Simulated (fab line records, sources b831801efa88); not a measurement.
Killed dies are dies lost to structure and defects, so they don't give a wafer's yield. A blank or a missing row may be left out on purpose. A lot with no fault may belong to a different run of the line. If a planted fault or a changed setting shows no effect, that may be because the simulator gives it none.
Chamber matching -- flow sky130 -- cmp-02 running SKY_VIA1_CMP_24: 4 sister chambers
The step polishes, stops on SiO2, t overpolish 15 s, target thk 0 nm. 18 wafers are shown with their chamber, then 9 later ones without.

== WAFERS, EACH WITH ITS CHAMBER ==
wafer,chamber,motor_current_A (A),time_to_endpoint_s (s),overpolish_run_s (s)
L578.2,1,10.1,70.6,15.006
L578.3,0,10.8,69.9,14.989
L578.5,1,10.8,69.8,14.992
L579.1,2,9.2,65.5,14.995
L579.4,1,10.3,68.3,15.004
L579.5,0,10.5,68.7,15.000
L580.2,1,10.6,71.8,14.998
L580.3,0,10.1,69.6,14.988
L580.4,2,9.3,69.2,14.990
L582.1,1,10.5,69.5,14.997
L582.4,3,9.9,67.6,14.990
L582.5,3,10.0,67.9,14.994
L586.1,1,10.7,65.4,14.999
L586.4,3,10.2,65.0,15.014
L586.6,2,9.2,65.1,14.988
L588.3,3,10.1,64.1,15.006
L588.4,0,10.8,68.4,14.977
L588.5,3,10.0,65.7,15.005

SIGNATURES (averages over the wafers above)
reading,chamber 0,chamber 1,chamber 2,chamber 3,scatter within a chamber
motor_current_A,10.550,10.500,9.233,10.040,0.228
time_to_endpoint_s,69.150,69.233,66.600,66.060,1.83
overpolish_run_s,14.98850,14.99933,14.99100,15.00180,0.00754
Rule: for a wafer and a chamber, the distance is found by dividing, reading by reading, the gap between the wafer's reading and the chamber's mean by the reading's scatter, squaring, summing and taking the root. If the next closest chamber is less than 2 further off than the closest, the wafer can't be placed; otherwise it belongs to the closest. The scatter: take each reading less its chamber's mean, square it, sum over the shown wafers, divide by the number of wafers less the number of chambers, and take the root.

== WAFERS WITH NO CHAMBER GIVEN ==
wafer,motor_current_A (A),time_to_endpoint_s (s),overpolish_run_s (s)
L590.1,9.5,64.1,15.005
L590.4,10.6,69.8,14.994
L590.6,10.5,64.1,14.983
L596.2,9.2,69.1,14.996
L596.5,9.9,71.0,14.999
L596.6,10.5,72.0,14.999
L599.1,10.6,67.5,15.000
L599.3,10.7,65.7,15.001
L599.4,10.0,66.3,15.010

== THE CHAMBER EACH PASSED THROUGH ==
wafer,from the rows above,in truth
L590.1,can't be placed: 2 or 3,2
L590.4,can't be placed: 0 or 1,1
L590.6,can't be placed: 0 or 3 or 1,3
L596.2,2,2
L596.5,can't be placed: 3 or 1 or 0 or 2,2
L596.6,can't be placed: 1 or 0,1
L599.1,can't be placed: 1 or 0 or 3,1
L599.3,can't be placed: 1 or 0 or 3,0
L599.4,can't be placed: 3 or 1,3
Placed correctly: 1 of 9. From these rows, 8 cannot be placed; in 8 the true chamber is one of the candidates. Wrongly placed: 0.
